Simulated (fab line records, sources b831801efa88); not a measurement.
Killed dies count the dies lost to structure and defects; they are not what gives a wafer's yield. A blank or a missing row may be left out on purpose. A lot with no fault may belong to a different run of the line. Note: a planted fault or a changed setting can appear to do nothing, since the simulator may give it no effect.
fab line records	flow gf180mcu
[record] lots = 24	wafers = 72	last-day = 34
route steps=602 shown SAB@273 CONTACT@305 V1@353 V3@454 M4@471
lots with no fault: from the same line, run without faults
start-h: start of the lot's first displayed wafer, in hours after the record's first day	wait-h: hours since the lot's step before	" same as the row above	L1.1+2: several wafers, shown together as one row	- either no value or no given start	* or withheld: withheld	< > ~ a bound
route shown NAME@n: NAME is a module with steps in the file, n the number in the route of the first one	usual: mean/standard deviation of fault-free wafers	same: alike in all rows	chamber/n: place in a boat	sites: readings site by site	_std_site: standard deviation of those values	_edge_site: mean of outer sites minus mean of inner sites	radius-mm: how far each site lies from the wafer's centre	mask NAME#n: copy n	behind: tool/chamber where the wafer was last shaped	hold: the reason the lot was held/the length of the hold in hours/how it ended	device: whichever transistor did not switch (one of n, p or np)	end of line: the tests these same wafers got at the end of their route	a step without rows: its recipe alone	killed: the dies lost at the first sort to structure and to defects; this is not the yield of the wafer	map: shows each die of a wafer: x if killed, . if not, _ if none is there
set.NAME: the setting that was run; set.NAME@STEP: the one run at that earlier step	model.NAME: the simulator's own value behind a step, which no gauge read
one table for each step of the route and one row for each wafer, over a sample of lots
services: when a tool's chamber went out of use (start-h, in hours from the record's first day, below 0 if earlier), for how many hours, and the reason
[[steps]]
[step GF_SAB_CD_MEAS_09]
[recipe] target-cd-nm = 420
[usual] cd-nm = 419.8/2.2
lot.wafer	tool	chamber	start-h	wait-h	cd-nm
L074.3	cd-sem-02	-	343.52	0.1	420.2
L074.4	"	-	"	"	420.8
L074.5	"	-	"	"	420.7
L075.4	cd-sem-01	-	349.11	0.1	417.4
L075.5	"	-	"	"	420.2
L075.6	"	-	"	"	420.1
L076.1	cd-sem-01	-	358.87	0.1	421.9
L076.2	"	-	"	"	420.3
L076.4	"	-	"	"	422.0
L077.3	cd-sem-01	-	366.47	0.1	419.9
L077.4	"	-	"	"	417.1
L077.5	"	-	"	"	417.7
L078.3	cd-sem-01	-	373.26	0.1	421.4
L078.4	"	-	"	"	420.3
L078.6	"	-	"	"	419.2
L079.1	cd-sem-02	-	377.35	0.1	420.5
L079.4	"	-	"	"	420.8
L079.5	"	-	"	"	422.1
L080.1	cd-sem-01	-	391.63	0.1	416.5
L080.2	"	-	"	"	416.5
L080.3	"	-	"	"	417.2
L081.2	cd-sem-01	-	399.77	0.1	421.3
L081.4	"	-	"	"	419.5
L081.5	"	-	"	"	419.2
L082.1	cd-sem-01	-	409.95	0.1	419.6
L082.2	"	-	"	"	418.3
L082.5	"	-	"	"	415.7
L083.1	cd-sem-02	-	415.68	0.1	420.8
L083.2	"	-	"	"	423.2
L083.3	"	-	"	"	423.2
L084.4	cd-sem-02	-	433.41	0.1	421.5
L084.5	"	-	"	"	421.4
L084.6	"	-	"	"	423.3
L085.2	cd-sem-02	-	440.02	0.1	417.3
L085.4	"	-	"	"	414.5
L085.6	"	-	"	"	414.3
L086.2	cd-sem-02	-	450.55	0.1	418.3
L086.3	"	-	"	"	419.7
L086.4	"	-	"	"	418.8
L087.4	cd-sem-01	-	456.83	0.1	419.2
L087.5	"	-	"	"	421.4
L087.6	"	-	"	"	418.7
L088.1	cd-sem-02	-	469.62	0.1	422.0
L088.4	"	-	"	"	420.3
L088.6	"	-	"	"	420.5
L089.3	cd-sem-02	-	479.06	0.1	422.0
L089.4	"	-	"	"	420.7
L089.5	"	-	"	"	421.6
L090.4	cd-sem-01	-	484.51	0.1	421.5
L090.5	"	-	"	"	423.2
L090.6	"	-	"	"	422.6
L091.4	cd-sem-01	-	488.08	0.1	417.9
L091.5	"	-	"	"	421.2
L091.6	"	-	"	"	417.4
L092.2	cd-sem-02	-	495.79	0.1	424.2
L092.5	"	-	"	"	421.8
L092.6	"	-	"	"	421.7
L093.1	cd-sem-02	-	501.79	0.2	418.0
L093.3	"	-	"	"	415.5
L093.6	"	-	"	"	417.0
L094.2	cd-sem-02	-	509.25	0.1	420.3
L094.3	"	-	"	"	417.1
L094.6	"	-	"	"	419.7
L095.2	cd-sem-01	-	519.05	0.1	419.0
L095.4	"	-	"	"	421.1
L095.5	"	-	"	"	420.1
L096.3	cd-sem-01	-	525.19	0.1	419.7
L096.4	"	-	"	"	419.8
L096.6	"	-	"	"	417.1
L097.4	cd-sem-01	-	535.68	0.1	421.5
L097.5	"	-	"	"	419.2
L097.6	"	-	"	"	420.1
[step GF_CONTACT_STRIP_18]
[recipe] chemistry = O2/N2	power-w = 1400	pressure-mtorr = 1500	platen-temp-c = 250	o2-flow-sccm = 3000	n2-flow-sccm = 300	overash-fraction = 0.5
[usual] drypump-motor-current-A = 5.8/0.71	heater-power-w = 328/35	oes-product-au = 0.580/0.0051
lot.wafer	tool	chamber	start-h	wait-h	drypump-motor-current-A	heater-power-w	oes-product-au	rf-hours-counter-h
L074.3	plasma-asher-02	1	367.71	-	6.8	282	0.580	-
L074.4	"	0	"	"	4.9	304	0.576	-
L074.5	"	1	"	"	6.8	282	0.588	-
L075.4	plasma-asher-02	1	371.94	-	6.8	283	0.580	-
L075.5	"	0	"	"	4.9	303	0.583	-
L075.6	"	1	"	"	6.8	281	0.583	-
L076.1	plasma-asher-02	1	381.84	-	6.8	284	0.587	28
L076.2	"	0	"	"	4.9	315	0.577	28
L076.4	"	1	"	"	6.8	275	0.576	-
L077.3	plasma-asher-04	1	389.79	-	6.6	346	0.582	-
L077.4	"	0	"	"	5.8	339	0.580	-
L077.5	"	1	"	"	6.6	355	0.587	-
L078.3	plasma-asher-02	1	398.03	-	6.8	278	0.575	-
L078.4	"	0	"	"	4.9	310	0.584	-
L078.6	"	0	"	"	4.9	310	0.580	-
L079.1	plasma-asher-04	0	401.67	-	5.8	337	0.584	60
L079.4	"	1	"	"	6.6	362	0.581	-
L079.5	"	1	"	"	6.6	355	0.578	-
L080.1	plasma-asher-02	1	416.97	-	6.8	274	0.587	32
L080.2	"	0	"	"	4.9	306	0.581	32
L080.3	"	0	"	"	4.9	317	0.585	-
L081.2	plasma-asher-04	1	425.04	-	6.6	351	0.579	63
L081.4	"	0	"	"	5.8	333	0.581	-
L081.5	"	0	"	"	5.8	332	0.583	-
L082.1	plasma-asher-02	0	436.34	-	4.9	310	0.576	34
L082.2	"	1	"	"	6.8	284	0.592	34
L082.5	"	0	"	"	4.9	308	0.576	-
L083.1	plasma-asher-02	0	440.67	-	4.9	314	0.582	35
L083.2	"	1	"	"	6.8	286	0.579	35
L083.3	"	1	"	"	6.8	282	0.582	-
L084.4	plasma-asher-01	0	460.14	-	5.3	322	0.578	-
L084.5	"	1	"	"	5.3	375	0.576	-
L084.6	"	0	"	"	5.3	326	0.583	-
L085.2	plasma-asher-04	1	466.72	-	6.6	355	0.578	66
L085.4	"	1	"	"	6.6	360	0.581	-
L085.6	"	0	"	"	5.8	338	0.579	-
L086.2	plasma-asher-01	1	476.62	-	5.3	384	0.577	5
L086.3	"	0	"	"	5.3	323	0.581	-
L086.4	"	1	"	"	5.3	378	0.588	-
L087.4	plasma-asher-04	0	483.14	-	5.8	333	0.573	-
L087.5	"	0	"	"	5.8	333	0.582	-
L087.6	"	1	"	"	6.6	351	0.573	-
L088.1	plasma-asher-02	0	495.92	-	4.9	311	0.582	41
L088.4	"	0	"	"	4.9	309	0.589	-
L088.6	"	1	"	"	6.8	272	0.579	-
L089.3	plasma-asher-01	1	504.27	-	5.3	389	0.583	-
L089.4	"	0	"	"	5.3	314	0.579	-
L089.5	"	1	"	"	5.3	389	0.583	-
L090.4	plasma-asher-01	0	509.74	-	5.3	320	0.578	-
L090.5	"	0	"	"	5.3	324	0.577	-
L090.6	"	1	"	"	5.3	379	0.583	-
L091.4	plasma-asher-01	1	513.35	-	5.3	386	0.587	-
L091.5	"	1	"	"	5.3	397	0.579	-
L091.6	"	0	"	"	5.3	317	0.574	-
L092.2	plasma-asher-04	0	522.62	-	5.8	338	0.584	72
L092.5	"	0	"	"	5.8	331	0.576	-
L092.6	"	1	"	"	6.6	344	0.583	-
L093.1	plasma-asher-01	1	527.40	-	5.3	384	0.573	10
L093.3	"	1	"	"	5.3	391	0.576	-
L093.6	"	1	"	"	5.4	392	0.580	-
L094.2	plasma-asher-02	0	534.60	-	4.9	307	0.580	45
L094.3	"	0	"	"	4.9	314	0.574	-
L094.6	"	0	"	"	4.9	317	0.577	-
L095.2	plasma-asher-01	1	543.94	-	5.3	394	0.574	12
L095.4	"	1	"	"	5.3	388	0.576	-
L095.5	"	1	"	"	5.3	385	0.585	-
L096.3	plasma-asher-02	0	549.70	-	4.9	318	0.580	-
L096.4	"	1	"	"	6.8	275	0.581	-
L096.6	"	0	"	"	4.9	307	0.575	-
L097.4	plasma-asher-01	0	559.90	-	5.3	321	0.572	-
L097.5	"	0	"	"	5.3	329	0.581	-
L097.6	"	1	"	"	5.3	386	0.583	-
[step GF_V1_STRIP_18]
[recipe] chemistry = O2/N2	power-w = 1400	pressure-mtorr = 1500	platen-temp-c = 250	o2-flow-sccm = 3000	n2-flow-sccm = 300	overash-fraction = 0.5
[usual] drypump-motor-current-A = 5.7/0.74	heater-power-w = 327/31	oes-product-au = 0.592/0.0051
lot.wafer	tool	chamber	start-h	wait-h	drypump-motor-current-A	heater-power-w	oes-product-au	rf-hours-counter-h
L074.3	plasma-asher-04	1	416.56	-	6.6	357	0.594	-
L074.4	"	0	"	"	5.7	337	0.585	-
L074.5	"	1	"	"	6.6	347	0.596	-
L075.4	plasma-asher-02	1	420.47	-	6.8	281	0.586	-
L075.5	"	0	"	"	4.9	307	0.594	-
L075.6	"	1	"	"	6.8	280	0.596	-
L076.1	plasma-asher-03	1	431.92	-	5.2	365	0.599	79
L076.2	"	0	"	"	5.2	329	0.594	79
L076.4	"	1	"	"	5.2	373	0.588	-
L077.3	plasma-asher-02	0	439.70	-	4.9	310	0.602	-
L077.4	"	1	"	"	6.7	283	0.590	-
L077.5	"	1	"	"	6.8	273	0.593	-
L078.3	plasma-asher-03	1	449.25	-	5.2	377	0.594	-
L078.4	"	0	"	"	5.2	327	0.598	-
L078.6	"	0	"	"	5.2	333	0.593	-
L079.1	plasma-asher-04	1	453.15	-	6.6	364	0.596	65
L079.4	"	0	"	"	5.8	334	0.592	-
L079.5	"	1	"	"	6.6	364	0.599	-
L080.1	plasma-asher-02	1	467.82	-	6.8	287	0.592	38
L080.2	"	0	"	"	4.9	301	0.596	38
L080.3	"	0	"	"	4.9	308	0.593	-
L081.2	plasma-asher-04	0	477.27	-	5.8	331	0.591	68
L081.4	"	0	"	"	5.7	334	0.590	-
L081.5	"	1	"	"	6.6	354	0.595	-
L082.1	plasma-asher-03	1	488.17	-	5.2	368	0.582	84
L082.2	"	0	"	"	5.2	335	0.590	84
L082.5	"	0	"	"	5.2	337	0.592	-
L083.1	plasma-asher-03	0	491.97	-	5.2	331	0.584	85
L083.2	"	1	"	"	5.2	372	0.598	85
L083.3	"	0	"	"	5.2	330	0.592	-
L084.4	plasma-asher-03	1	511.37	-	5.2	371	0.587	-
L084.5	"	0	"	"	5.2	342	0.593	-
L084.6	"	1	"	"	5.2	371	0.591	-
L085.2	plasma-asher-02	1	516.09	-	6.8	280	0.586	43
L085.4	"	1	"	"	6.8	280	0.589	-
L085.6	"	1	"	"	6.8	283	0.585	-
L086.2	plasma-asher-02	0	526.44	-	4.9	316	0.582	44
L086.3	"	1	"	"	6.8	277	0.596	-
L086.4	"	0	"	"	4.9	322	0.592	-
L087.4	plasma-asher-02	0	533.05	-	4.9	313	0.593	-
L087.5	"	1	"	"	6.8	287	0.587	-
L087.6	"	0	"	"	4.9	304	0.596	-
L088.1	plasma-asher-03	1	545.72	-	5.2	377	0.597	91
L088.4	"	1	"	"	5.2	359	0.586	-
L088.6	"	0	"	"	5.2	335	0.597	-
L089.3	plasma-asher-04	0	552.40	-	5.8	332	0.588	-
L089.4	"	1	"	"	6.6	361	0.588	-
L089.5	"	1	"	"	6.6	357	0.603	-
L090.4	plasma-asher-02	1	558.45	-	6.8	281	0.595	-
L090.5	"	0	"	"	4.9	320	0.589	-
L090.6	"	1	"	"	6.8	277	0.595	-
L091.4	plasma-asher-03	0	561.35	-	5.2	335	0.587	-
L091.5	"	1	"	"	5.2	373	0.581	-
L091.6	"	0	"	"	5.2	333	0.599	-
L092.2	plasma-asher-02	1	569.79	-	6.8	284	0.591	48
L092.5	"	1	"	"	6.8	278	0.610	-
L092.6	"	0	"	"	4.9	308	0.592	-
L093.1	plasma-asher-04	1	574.60	-	6.6	360	0.590	78
L093.3	"	0	"	"	5.8	331	0.581	-
L093.6	"	1	"	"	6.6	355	0.586	-
L094.2	plasma-asher-03	0	581.54	-	5.2	329	0.589	94
L094.3	"	1	"	"	5.2	372	0.588	-
L094.6	"	1	"	"	5.2	365	0.593	-
L095.2	plasma-asher-02	1	589.99	-	6.8	284	0.593	50
L095.4	"	0	"	"	4.9	315	0.602	-
L095.5	"	0	"	"	4.9	310	0.587	-
L096.3	plasma-asher-04	1	595.97	-	6.6	355	0.592	-
L096.4	"	0	"	"	5.8	339	0.594	-
L096.6	"	1	"	"	6.6	368	0.593	-
L097.4	plasma-asher-02	0	605.75	-	4.9	312	0.592	-
L097.5	"	1	"	"	6.8	277	0.582	-
L097.6	"	0	"	"	4.9	309	0.582	-
[step GF_V1_SPUTTER_22]
[recipe] material = TiN	target-thk-nm = 10	chamber-pressure-pa = 5	power-w = 4000	time-s = 40
[usual] throttle-valve-pct = 29.4/0.81
lot.wafer	tool	chamber	start-h	wait-h	throttle-valve-pct
L074.3	pvd-sputter-01	-	417.12	0.0	29.7
L074.4	"	-	"	"	30.4
L074.5	"	-	"	"	29.8
L075.4	pvd-sputter-01	-	421.03	0.0	29.9
L075.5	"	-	"	"	29.5
L075.6	"	-	"	"	30.1
L076.1	pvd-sputter-02	-	432.64	0.0	30.2
L076.2	"	-	"	"	29.8
L076.4	"	-	"	"	28.9
L077.3	pvd-sputter-01	-	440.35	0.0	29.8
L077.4	"	-	"	"	30.0
L077.5	"	-	"	"	30.6
L078.3	pvd-sputter-01	-	449.84	0.0	30.5
L078.4	"	-	"	"	29.7
L078.6	"	-	"	"	29.7
L079.1	pvd-sputter-04	-	453.75	0.0	27.9
L079.4	"	-	"	"	29.0
L079.5	"	-	"	"	28.2
L080.1	pvd-sputter-02	-	468.45	0.0	29.1
L080.2	"	-	"	"	30.8
L080.3	"	-	"	"	30.1
L081.2	pvd-sputter-04	-	477.87	0.0	27.9
L081.4	"	-	"	"	28.2
L081.5	"	-	"	"	28.3
L082.1	pvd-sputter-01	-	488.76	0.0	30.0
L082.2	"	-	"	"	30.1
L082.5	"	-	"	"	30.2
L083.1	pvd-sputter-02	-	492.60	0.0	30.0
L083.2	"	-	"	"	29.1
L083.3	"	-	"	"	30.8
L084.4	pvd-sputter-04	-	511.93	0.0	28.6
L084.5	"	-	"	"	28.2
L084.6	"	-	"	"	28.8
L085.2	pvd-sputter-02	-	516.68	0.0	29.9
L085.4	"	-	"	"	29.2
L085.6	"	-	"	"	30.0
L086.2	pvd-sputter-01	-	527.03	0.0	29.7
L086.3	"	-	"	"	29.5
L086.4	"	-	"	"	30.0
L087.4	pvd-sputter-02	-	533.62	0.0	30.6
L087.5	"	-	"	"	31.0
L087.6	"	-	"	"	30.0
L088.1	pvd-sputter-04	-	546.31	0.0	29.2
L088.4	"	-	"	"	28.0
L088.6	"	-	"	"	28.6
L089.3	pvd-sputter-04	-	553.31	0.0	28.0
L089.4	"	-	"	"	28.0
L089.5	"	-	"	"	28.4
L090.4	pvd-sputter-04	-	559.03	0.0	29.1
L090.5	"	-	"	"	29.2
L090.6	"	-	"	"	28.1
L091.4	pvd-sputter-02	-	561.92	0.0	30.1
L091.5	"	-	"	"	29.2
L091.6	"	-	"	"	30.0
L092.2	pvd-sputter-04	-	570.44	0.0	29.0
L092.5	"	-	"	"	29.3
L092.6	"	-	"	"	27.9
L093.1	pvd-sputter-02	-	575.20	0.0	29.2
L093.3	"	-	"	"	30.0
L093.6	"	-	"	"	30.5
L094.2	pvd-sputter-04	-	582.16	0.0	28.3
L094.3	"	-	"	"	27.9
L094.6	"	-	"	"	28.6
L095.2	pvd-sputter-01	-	590.58	0.0	29.9
L095.4	"	-	"	"	30.0
L095.5	"	-	"	"	30.1
L096.3	pvd-sputter-02	-	596.53	0.0	29.5
L096.4	"	-	"	"	30.5
L096.6	"	-	"	"	29.4
L097.4	pvd-sputter-01	-	606.31	0.0	29.5
L097.5	"	-	"	"	29.4
L097.6	"	-	"	"	29.9
[step GF_V3_THK_MEAS_25]
[recipe] thk-meas-gauge = xrf	reads = W_of_V3_CVD_23
[usual] V3_W_THK = 349/5.4
lot.wafer	tool	chamber	start-h	wait-h	V3_W_THK[nm]
L074.3	film-metro-01	-	519.22	0.1	346
L074.4	"	-	"	"	348
L074.5	"	-	"	"	344
L075.4	film-metro-04	-	524.81	0.1	347
L075.5	"	-	"	"	351
L075.6	"	-	"	"	347
L076.1	film-metro-03	-	534.38	0.1	350
L076.2	"	-	"	"	353
L076.4	"	-	"	"	349
L077.3	film-metro-01	-	540.92	0.1	340
L077.4	"	-	"	"	342
L077.5	"	-	"	"	347
L078.3	film-metro-04	-	549.96	0.1	353
L078.4	"	-	"	"	354
L078.6	"	-	"	"	356
L079.1	film-metro-04	-	553.11	0.1	351
L079.4	"	-	"	"	347
L079.5	"	-	"	"	349
L080.1	film-metro-04	-	569.75	0.1	338
L080.2	"	-	"	"	346
L080.3	"	-	"	"	348
L081.2	film-metro-01	-	576.16	0.1	339
L081.4	"	-	"	"	347
L081.5	"	-	"	"	347
L082.1	film-metro-03	-	586.24	0.1	351
L082.2	"	-	"	"	346
L082.5	"	-	"	"	353
L083.1	film-metro-04	-	589.04	0.1	351
L083.2	"	-	"	"	345
L083.3	"	-	"	"	345
L084.4	film-metro-04	-	606.79	0.1	358
L084.5	"	-	"	"	355
L084.6	"	-	"	"	358
L085.2	film-metro-04	-	611.76	0.1	353
L085.4	"	-	"	"	353
L085.6	"	-	"	"	359
L086.2	film-metro-04	-	620.70	0.1	356
L086.3	"	-	"	"	353
L086.4	"	-	"	"	356
L087.4	film-metro-01	-	625.03	0.1	348
L087.5	"	-	"	"	347
L087.6	"	-	"	"	342
L088.1	film-metro-03	-	637.35	0.1	351
L088.4	"	-	"	"	348
L088.6	"	-	"	"	352
L089.3	film-metro-03	-	644.81	0.1	344
L089.4	"	-	"	"	347
L089.5	"	-	"	"	340
L090.4	film-metro-03	-	648.75	0.1	351
L090.5	"	-	"	"	350
L090.6	"	-	"	"	354
L091.4	film-metro-03	-	652.17	0.1	355
L091.5	"	-	"	"	351
L091.6	"	-	"	"	355
L092.2	film-metro-01	-	659.27	0.1	344
L092.5	"	-	"	"	341
L092.6	"	-	"	"	345
L093.1	film-metro-03	-	663.79	0.1	356
L093.3	"	-	"	"	361
L093.6	"	-	"	"	356
L094.2	film-metro-04	-	669.21	0.1	343
L094.3	"	-	"	"	343
L094.6	"	-	"	"	342
L095.2	film-metro-04	-	676.87	0.1	348
L095.4	"	-	"	"	349
L095.5	"	-	"	"	344
L096.3	film-metro-03	-	682.86	0.1	348
L096.4	"	-	"	"	346
L096.6	"	-	"	"	340
L097.4	film-metro-01	-	692.34	0.1	346
L097.5	"	-	"	"	343
L097.6	"	-	"	"	346
[step GF_M4_OVL_MEAS_15]
[usual] M4_OVL = 2/6
lot.wafer	tool	chamber	start-h	wait-h	M4_OVL[nm]
L074.3	overlay-02	-	543.43	0.1	-3
L074.4	"	-	"	"	-4
L074.5	"	-	"	"	0
L075.4	overlay-01	-	547.72	0.1	0
L075.5	"	-	"	"	7
L075.6	"	-	"	"	3
L076.1	overlay-01	-	557.89	0.1	2
L076.2	"	-	"	"	8
L076.4	"	-	"	"	8
L077.3	overlay-02	-	563.10	0.1	-6
L077.4	"	-	"	"	-9
L077.5	"	-	"	"	-6
L078.3	overlay-02	-	572.66	0.1	9
L078.4	"	-	"	"	4
L078.6	"	-	"	"	0
L079.1	overlay-02	-	575.95	0.1	-6
L079.4	"	-	"	"	-1
L079.5	"	-	"	"	-3
L080.1	overlay-01	-	591.55	0.1	3
L080.2	"	-	"	"	-1
L080.3	"	-	"	"	4
L081.2	overlay-02	-	597.85	0.1	0
L081.4	"	-	"	"	1
L081.5	"	-	"	"	-2
L082.1	overlay-02	-	608.15	0.1	14
L082.2	"	-	"	"	10
L082.5	"	-	"	"	12
L083.1	overlay-01	-	611.07	0.1	-5
L083.2	"	-	"	"	-14
L083.3	"	-	"	"	-8
L084.4	overlay-01	-	627.92	0.1	4
L084.5	"	-	"	"	5
L084.6	"	-	"	"	-5
L085.2	overlay-02	-	632.51	0.1	1
L085.4	"	-	"	"	2
L085.6	"	-	"	"	5
L086.2	overlay-01	-	641.28	0.1	5
L086.3	"	-	"	"	5
L086.4	"	-	"	"	5
L087.4	overlay-02	-	645.52	0.1	2
L087.5	"	-	"	"	1
L087.6	"	-	"	"	2
L088.1	overlay-02	-	657.45	0.1	3
L088.4	"	-	"	"	7
L088.6	"	-	"	"	6
L089.3	overlay-01	-	665.09	0.1	8
L089.4	"	-	"	"	10
L089.5	"	-	"	"	3
L090.4	overlay-02	-	669.02	0.1	4
L090.5	"	-	"	"	13
L090.6	"	-	"	"	4
L091.4	overlay-02	-	672.32	0.1	-8
L091.5	"	-	"	"	3
L091.6	"	-	"	"	-3
L092.2	overlay-02	-	679.03	0.1	8
L092.5	"	-	"	"	5
L092.6	"	-	"	"	10
L093.1	overlay-02	-	684.59	0.1	15
L093.3	"	-	"	"	18
L093.6	"	-	"	"	18
L094.2	overlay-01	-	688.63	0.1	-4
L094.3	"	-	"	"	4
L094.6	"	-	"	"	-4
L095.2	overlay-02	-	696.15	0.1	2
L095.4	"	-	"	"	5
L095.5	"	-	"	"	10
L096.3	overlay-02	-	702.50	0.1	-5
L096.4	"	-	"	"	-9
L096.6	"	-	"	"	-7
L097.4	overlay-01	-	711.07	0.1	1
L097.5	"	-	"	"	3
L097.6	"	-	"	"	-2
[[services]]
tool	chamber	start-h	hours	kind
plasma-asher-01	-	352.31	25.2	repair
plasma-asher-02	-	359.90	2.8	pm
plasma-asher-03	-	376.42	2.8	pm
plasma-asher-02	-	388.31	1.5	repair
plasma-asher-03	-	403.47	4.8	repair
plasma-asher-01	-	421.27	9.0	pm
plasma-asher-01	0	421.27	9.0	vent-cycle
plasma-asher-01	1	421.27	9.0	vent-cycle
pvd-sputter-02	0	425.96	-	consumable-replace:kit
pvd-sputter-02	0	425.96	18.0	scheduled-down
pvd-sputter-02	0	425.96	18.0	vent-cycle
plasma-asher-04	-	428.40	4.4	repair
plasma-asher-01	0	430.27	-	clean
plasma-asher-01	1	430.27	-	clean
plasma-asher-04	-	437.10	5.4	repair
plasma-asher-02	-	478.00	2.2	repair
pvd-sputter-01	-	511.56	2.7	repair
pvd-sputter-02	-	529.13	2.0	repair
pvd-sputter-01	-	532.31	56.5	repair
plasma-asher-02	-	541.68	3.6	repair
pvd-sputter-04	2	581.52	-	consumable-replace:kit
pvd-sputter-04	2	581.52	18.0	scheduled-down
pvd-sputter-04	2	581.52	18.0	vent-cycle
pvd-sputter-02	-	601.64	1.7	repair
[[key]]
fault none
